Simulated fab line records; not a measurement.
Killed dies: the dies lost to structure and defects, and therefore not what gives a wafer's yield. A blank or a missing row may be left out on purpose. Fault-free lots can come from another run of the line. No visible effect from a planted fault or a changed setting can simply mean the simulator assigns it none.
Problem report, 8D (eight disciplines) form, completed by code / flow sky130 / the parts of the form that need people (team, actions taken, sign-off) are left out

== 1. WHAT IS WRONG ==
NWELL_2_TW at SKY_NWELL_TW_MEAS_26 reads a mean of 176 on 3 wafers of 1 lot; wafers without a fault read 496 with a standard deviation of 3.5. Measured from the usual mean, that is -91 standard deviations.
The first sign was on wafer L996.1 at day 7 22:26, on filmMetro-04. Wafers with a number at this step in the record: 39, from 13 lots. Rule for "out" (also "out of limits"): further than 4 standard deviations from the usual mean. The other wafers with a number count as sound.

== 2. WHAT IT IS; WHAT IT IS NOT ==
question=which readings at this step | is=NWELL_2_TW | is not=-
question=which lots | is=L996 | is not=L102, L103, L105, L108, L986, L987, L988, L989, L990, L991, L992, L999
question=which wafers of those lots | is=all that have a number | is not=-
question=read on which gauges | is=filmMetro-04 | is not=filmMetro-01, filmMetro-03
question=when | is=from day 7 22:26 | is not=up to then (21 sound wafers); but 15 sound wafers of L102, L103, L105, L108, L999 came after

== 3. WHAT RULES OUT EACH SUSPECT ==
Counting: any tool at a process step up to the reading is kept as a suspect provided that every lot that is out went through it and no sound lot did after the first of them.
- the gauge at SKY_NWELL_TW_MEAS_26: ruled out. All the wafers that are out were read on filmMetro-04, but those of them that SKY_NWELL_STRIP_14 has rows for are out there too, on other tools.
- rieDiel-01 at SKY_FIELD_ISO_ETCH_14 (etches BARC in N2/H2, stops on SiO2, time 45.9 s, target depth 60 nm): ruled out as a lasting fault. Following L996 (day 4 10:27), the first lot on it that is out, the sound lots L108 were run on it.
- plasmaAsher-02 at SKY_NWELL_STRIP_14 (strips in O2/N2): ruled out as a lasting fault. Following L996 (day 7 02:17), the first lot on it that is out, the sound lots L105, L108 were run on it.
- plasmaAsher-01 at SKY_NWELL_STRIP_25 (strips in O2/N2): ruled out as a lasting fault. Following L996 (day 7 22:20), the first lot on it that is out, the sound lots L999, L102, L108 were run on it.
Left after counting: nothing in the record.

== 4. THE CAUSE (what the simulator had put in) ==
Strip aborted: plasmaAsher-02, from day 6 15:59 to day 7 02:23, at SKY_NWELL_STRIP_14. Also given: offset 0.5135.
The count ruled it out by mistake, since the rule takes a fault to strike every lot its tool runs from the start of the fault on, and this one did not do so.

== 5. SEQUENCE OF EFFECTS, ordered by route ==
Each row: a reading whose mean over the struck wafers that have a number lies more than 3 standard deviations from the usual. Only readings whose record carries a usual standard deviation are examined. hours: median over the lots of the time between each lot's start at the first step of this table that gives one and its start at this step. sigmas: the change, counted in usual standard deviations.
hours=0; step=SKY_NWELL_STRIP_14; reading=oesProductAu; usual=0.723 a.u.; on struck wafers=0.964; change=+0.241; sigmas=+49
hours=20; step=SKY_NWELL_STRIP_25; reading=stripTimeToEndpointS; usual=36.89 s; on struck wafers=46.94; change=+10.05; sigmas=+99 or more
hours=20; step=SKY_NWELL_TW_MEAS_26; reading=NWELL_2_TW; usual=496; on struck wafers=176; change=-320; sigmas=-91
Its process steps:
- SKY_NWELL_STRIP_14: strips in O2/N2.
- SKY_NWELL_STRIP_25: strips in O2/N2.
Readings that are blank on the struck wafers while sound wafers have them: stripTimeToEndpointS at SKY_NWELL_STRIP_14.
Later measuring or inspecting steps at which every struck wafer that the step has a row for has a number for every such reading, and none has moved that far: SKY_NWELL_RS_MEAS_31.

== 6. WHAT WOULD HAVE CAUGHT IT SOONER ==
30 hours passed between the start of the fault at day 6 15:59 and the first reading out of limits at a measuring or inspecting step in this record, taken at day 7 22:26.
At SKY_NWELL_STRIP_14, the tool's own readings (oesProductAu) were out on each struck wafer the step has a row for, so an alarm limit on them would have fired on the first such wafer.
